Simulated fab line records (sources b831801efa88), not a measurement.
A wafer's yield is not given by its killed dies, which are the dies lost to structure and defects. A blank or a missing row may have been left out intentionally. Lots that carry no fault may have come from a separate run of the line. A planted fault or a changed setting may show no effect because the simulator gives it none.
Chamber matching || flow gf180mcu || 4 sister chambers for GF_V5_CMP_26 on cmp-01
The step polishes, stops on SiO2, t overpolish 15 s, target thk 0 nm. 8 wafers are shown with their chamber, then 9 later ones without.

## WAFERS PAIRED WITH THEIR CHAMBERS
{"wafer": "L080.3", "chamber": 3, "slurry filter dp kPa (kPa)": 13.63, "motor current A (A)": 9.9}
{"wafer": "L080.6", "chamber": 2, "slurry filter dp kPa (kPa)": 13.34, "motor current A (A)": 10.2}
{"wafer": "L083.1", "chamber": 3, "slurry filter dp kPa (kPa)": 13.49, "motor current A (A)": 9.7}
{"wafer": "L083.2", "chamber": 0, "slurry filter dp kPa (kPa)": 13.70, "motor current A (A)": 11.3}
{"wafer": "L083.6", "chamber": 1, "slurry filter dp kPa (kPa)": 13.31, "motor current A (A)": 10.6}
{"wafer": "L084.1", "chamber": 2, "slurry filter dp kPa (kPa)": 13.61, "motor current A (A)": 10.4}
{"wafer": "L084.3", "chamber": 0, "slurry filter dp kPa (kPa)": 13.70, "motor current A (A)": 10.7}
{"wafer": "L084.6", "chamber": 1, "slurry filter dp kPa (kPa)": 13.40, "motor current A (A)": 10.2}

## WAFERS MISSING THEIR CHAMBER
{"wafer": "L088.1", "slurry filter dp kPa (kPa)": 13.63, "motor current A (A)": 9.8}
{"wafer": "L088.3", "slurry filter dp kPa (kPa)": 13.53, "motor current A (A)": 10.5}
{"wafer": "L088.6", "slurry filter dp kPa (kPa)": 13.38, "motor current A (A)": 10.5}
{"wafer": "L096.2", "slurry filter dp kPa (kPa)": 13.63, "motor current A (A)": 9.8}
{"wafer": "L096.4", "slurry filter dp kPa (kPa)": 13.72, "motor current A (A)": 10.3}
{"wafer": "L096.5", "slurry filter dp kPa (kPa)": 13.69, "motor current A (A)": 10.8}
{"wafer": "L097.1", "slurry filter dp kPa (kPa)": 13.41, "motor current A (A)": 10.0}
{"wafer": "L097.2", "slurry filter dp kPa (kPa)": 13.60, "motor current A (A)": 10.4}
{"wafer": "L097.6", "slurry filter dp kPa (kPa)": 13.46, "motor current A (A)": 11.1}

## THE CHAMBER EACH PASSED THROUGH
{"wafer": "L088.1", "from the rows above": "can't be placed: 3 or 2", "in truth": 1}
{"wafer": "L088.3", "from the rows above": "can't be placed: 2 or 1 or 0 or 3", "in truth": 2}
{"wafer": "L088.6", "from the rows above": "can't be placed: 1 or 2", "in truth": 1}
{"wafer": "L096.2", "from the rows above": "can't be placed: 3 or 2", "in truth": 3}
{"wafer": "L096.4", "from the rows above": "can't be placed: 2 or 3 or 0 or 1", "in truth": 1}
{"wafer": "L096.5", "from the rows above": "can't be placed: 0 or 2", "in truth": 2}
{"wafer": "L097.1", "from the rows above": "can't be placed: 2 or 3 or 1", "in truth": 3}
{"wafer": "L097.2", "from the rows above": "can't be placed: 2 or 1 or 3 or 0", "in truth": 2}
{"wafer": "L097.6", "from the rows above": "can't be placed: 0 or 1 or 2", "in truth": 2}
Placed correctly: 0 of 9. Cannot be placed on the basis of these rows: 9; the candidates contain the true chamber in 8. Placed wrongly: 0.
How it was worked out, from the rows above alone: a wafer's distance from a chamber is the root of the sum, over the readings, of the square of ((its reading less the chamber's mean) divided by the reading's scatter). If the next closest chamber is less than 2 further off than the closest, the wafer can't be placed; otherwise it belongs to the closest. A chamber's mean is the mean of its shown wafers. How the scatter is found: for the shown wafers, subtract from each reading the mean of its chamber, square and add these, divide the total by (wafers less chambers), then take the root.
